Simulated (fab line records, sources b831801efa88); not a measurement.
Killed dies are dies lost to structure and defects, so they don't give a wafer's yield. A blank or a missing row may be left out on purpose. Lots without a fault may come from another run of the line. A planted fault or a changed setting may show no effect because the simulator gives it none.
Problem report in the 8D (eight disciplines) form, filled by code | flow gf180mcu | the parts of the form that need people (team, actions taken, sign-off) are left out

1. THE PROBLEM
HV_LDD_3_TW at GF_HV_LDD_TW_MEAS_38 reads a mean of 1363 on 9 wafers of 3 lots; wafers without a fault read 1439 with a standard deviation of 9.6. That is -7.9 standard deviations from the usual mean.
First seen on wafer L223.3, day 13 22:20, on film_metro-01. The record holds 36 wafers of 12 lots with a number at this step. Rule for "out", or "out of limits": more than 4 standard deviations from the usual mean. The other wafers with a number count as sound.

2. WHAT IT IS AND WHAT IT IS NOT
question                    | is                     | is not
which readings at this step | HV_LDD_3_TW            | -
which lots                  | L223, L224, L225       | L216, L229, L232, L233, L234, L235, L236, L237, L238
which wafers of those lots  | all that have a number | -
read on which gauges        | film_metro-01          | film_metro-02, film_metro-04
when                        | from day 13 22:20      | up to then (3 sound wafers); but 24 sound wafers of L229, L232, L233, L234, L235, L236, L237, L238 came after

3. SUSPECTS, AND WHAT RULES EACH OUT
Counting: a tool at a process step up to the reading stays a suspect if it ran every lot that is out and no sound lot after the first of them.
- the gauge at GF_HV_LDD_TW_MEAS_38: ruled out. All the wafers that are out were read on film_metro-01, but those of them that GF_HV_LDD_IMPLANT_34 has rows for are out there too, on other tools.
- implanter-03 at GF_HV_LDD_IMPLANT_34: kept. It ran every lot that is out, first L223 (day 13 21:49), and no sound lot after that. Its own readings are out on those wafers: dose_ions_cm2, faraday_current_uA.
Left after counting: implanter-03 at GF_HV_LDD_IMPLANT_34.

4. THE CAUSE (what the simulator had put in)
Process parameter drift: implanter-03, from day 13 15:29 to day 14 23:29, at GF_HV_LDD_IMPLANT_34. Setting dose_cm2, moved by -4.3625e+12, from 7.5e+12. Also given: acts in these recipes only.
Counting left only this tool.

5. THE CHAIN OF EFFECTS, in route order
Each row: a reading whose mean over the struck wafers that have a number lies more than 3 standard deviations from the usual. Only readings for which the record gives a usual standard deviation are gone through. hours: the time from each lot's start at the first step in this table that gives one to its start at this step, as a median over the lots. sigmas: the change in usual standard deviations.
hours | step                 | reading            | usual        | on struck wafers | change     | sigmas
0     | GF_HV_LDD_IMPLANT_34 | dose_ions_cm2      | 7.499e+12    | 3.136e+12        | -4.363e+12 | -99 or more
0     | GF_HV_LDD_IMPLANT_34 | faraday_current_uA | 42.3         | 17.7             | -24.6      | -30
1     | GF_HV_LDD_TW_MEAS_38 | HV_LDD_3_TW        | 1439         | 1363             | -76        | -7.9
22    | GF_HV_LDD_RS_MEAS_53 | HV_LDD_RS          | 418.3 ohm/sq | 430.8            | +12.5      | +14
The process steps in it:
- GF_HV_LDD_IMPLANT_34
Later measuring or inspecting steps at which every struck wafer that the step has a row for has a number for every such reading, and none has moved that far: GF_HV_LDD_THK_MEAS_57.

6. WHAT WOULD HAVE CAUGHT IT SOONER
In this record the first reading out of limits at a measuring or inspecting step was taken at day 13 22:20, 7 hours after the fault began at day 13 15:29.
The tool's own readings at GF_HV_LDD_IMPLANT_34 were out on every struck wafer that the step has a row for (dose_ions_cm2, faraday_current_uA): an alarm limit on them would have fired on the first of those.
Of the lots that are out (3), L224, L225 began GF_HV_LDD_IMPLANT_34 on implanter-03 after day 13 22:20. A hold on the tool at that time would have spared those 2.
